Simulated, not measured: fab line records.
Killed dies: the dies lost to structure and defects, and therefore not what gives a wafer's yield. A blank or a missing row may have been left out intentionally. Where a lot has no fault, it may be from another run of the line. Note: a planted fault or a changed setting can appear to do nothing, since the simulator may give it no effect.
Shared-tool check / flow gf180mcu / 12 lots and 42 wafers in the sample

## WHY THIS WAS OPENED
GF_HV_LDD_TW_MEAS_11, reading HV_LDD_TW: flagged on 2 of 12 lots. Fault-free wafers read 2411, with a standard deviation of 14.
Rule: a lot is flagged when every wafer of it that has a number lies more than 4 standard deviations from that mean, or none has a number. The other lots count as sound.

lot=L487; measured=day 9 20:38; on=film_metro-04; HV_LDD_TW, wafer by wafer=2431 2427 2435; flag=
lot=L488; measured=day 10 04:50; on=film_metro-01; HV_LDD_TW, wafer by wafer=2380 2390 2379; flag=
lot=L495; measured=day 12 21:47; on=film_metro-02; HV_LDD_TW, wafer by wafer=2193 2172 2186 2189 2177 2198; flag=FLAGGED
lot=L496; measured=day 13 06:19; on=film_metro-02; HV_LDD_TW, wafer by wafer=2411 2398 2432; flag=
lot=L497; measured=day 13 08:03; on=film_metro-04; HV_LDD_TW, wafer by wafer=2186 2180 2191 2179 2188 2185; flag=FLAGGED
lot=L500; measured=day 14 06:42; on=film_metro-01; HV_LDD_TW, wafer by wafer=2406 2404 2409; flag=
lot=L505; measured=day 15 12:33; on=film_metro-01; HV_LDD_TW, wafer by wafer=2409 2407 2390; flag=
lot=L506; measured=day 16 06:55; on=film_metro-04; HV_LDD_TW, wafer by wafer=2407 2416 2409; flag=
lot=L507; measured=day 16 08:08; on=film_metro-02; HV_LDD_TW, wafer by wafer=2418 2421 2422; flag=
lot=L508; measured=day 16 10:59; on=film_metro-04; HV_LDD_TW, wafer by wafer=2404 2425 2417; flag=
lot=L509; measured=day 16 18:13; on=film_metro-04; HV_LDD_TW, wafer by wafer=2427 2415 2412; flag=
lot=L510; measured=day 17 02:32; on=film_metro-02; HV_LDD_TW, wafer by wafer=2412 2420 2421; flag=
Average over the flagged lots: 2185; offset from the usual -226, equal to -16 standard deviations.

## EACH LOT AND THE TOOL IT RAN ON
The record holds 1 process step before the reading, out of a route of 602 steps. In each cell: the tool, then ch and the chambers that the sampled wafers went through, then the start.
lot=L487; flag=; GF_HV_LDD_IMPLANT_09=implanter-02 ch 0, day 9 20:23
lot=L488; flag=; GF_HV_LDD_IMPLANT_09=implanter-02 ch 0, day 10 04:37
lot=L495; flag=FLAGGED; GF_HV_LDD_IMPLANT_09=implanter-02 ch 0, day 12 21:28
lot=L496; flag=; GF_HV_LDD_IMPLANT_09=implanter-03 ch 0, day 13 06:04
lot=L497; flag=FLAGGED; GF_HV_LDD_IMPLANT_09=implanter-02 ch 0, day 13 07:51
lot=L500; flag=; GF_HV_LDD_IMPLANT_09=implanter-03 ch 0, day 14 06:29
lot=L505; flag=; GF_HV_LDD_IMPLANT_09=implanter-04 ch 0, day 15 12:20
lot=L506; flag=; GF_HV_LDD_IMPLANT_09=implanter-02 ch 0, day 16 06:40
lot=L507; flag=; GF_HV_LDD_IMPLANT_09=implanter-03 ch 0, day 16 07:55
lot=L508; flag=; GF_HV_LDD_IMPLANT_09=implanter-02 ch 0, day 16 10:46
lot=L509; flag=; GF_HV_LDD_IMPLANT_09=implanter-03 ch 0, day 16 18:01
lot=L510; flag=; GF_HV_LDD_IMPLANT_09=implanter-02 ch 0, day 17 02:18
What is done by these steps:
- GF_HV_LDD_IMPLANT_09
- GF_HV_LDD_TW_MEAS_11

## FLAGGED OVER TOTAL, TOOL BY TOOL (the gauges that took the reading come last)
step=GF_HV_LDD_IMPLANT_09; tool=implanter-02; lots run=7; flagged=2; share of the flagged lots=all; sound lots run after its first flagged lot=3 (L506,L508,L510)
step=GF_HV_LDD_IMPLANT_09; tool=implanter-03; lots run=4; flagged=0; share of the flagged lots=none; sound lots run after its first flagged lot=-
step=GF_HV_LDD_IMPLANT_09; tool=implanter-04; lots run=1; flagged=0; share of the flagged lots=none; sound lots run after its first flagged lot=-
step=GF_HV_LDD_TW_MEAS_11; tool=film_metro-01; lots run=3; flagged=0; share of the flagged lots=none; sound lots run after its first flagged lot=-
step=GF_HV_LDD_TW_MEAS_11; tool=film_metro-02; lots run=4; flagged=1; share of the flagged lots=some; sound lots run after its first flagged lot=3 (L496,L507,L510)
step=GF_HV_LDD_TW_MEAS_11; tool=film_metro-04; lots run=5; flagged=1; share of the flagged lots=some; sound lots run after its first flagged lot=3 (L506,L508,L509)

## THE TABLE: WHAT IT ALLOWS
All flagged lots share 1 row of the table, namely implanter-02 at GF_HV_LDD_IMPLANT_09.
- implanter-02 at GF_HV_LDD_IMPLANT_09: 2 of its 7 lots flagged. Sound lots followed the first flagged one (L506, L508, L510) on it, something a lasting fault affecting the whole tool could not allow. Its own readings (tilt_deg) fall more than 4 standard deviations out on all wafers of the flagged lots.
None of the table's rows ran every flagged lot and, after the first, no sound lot.

## WHAT THE SIMULATOR HAD INSERTED
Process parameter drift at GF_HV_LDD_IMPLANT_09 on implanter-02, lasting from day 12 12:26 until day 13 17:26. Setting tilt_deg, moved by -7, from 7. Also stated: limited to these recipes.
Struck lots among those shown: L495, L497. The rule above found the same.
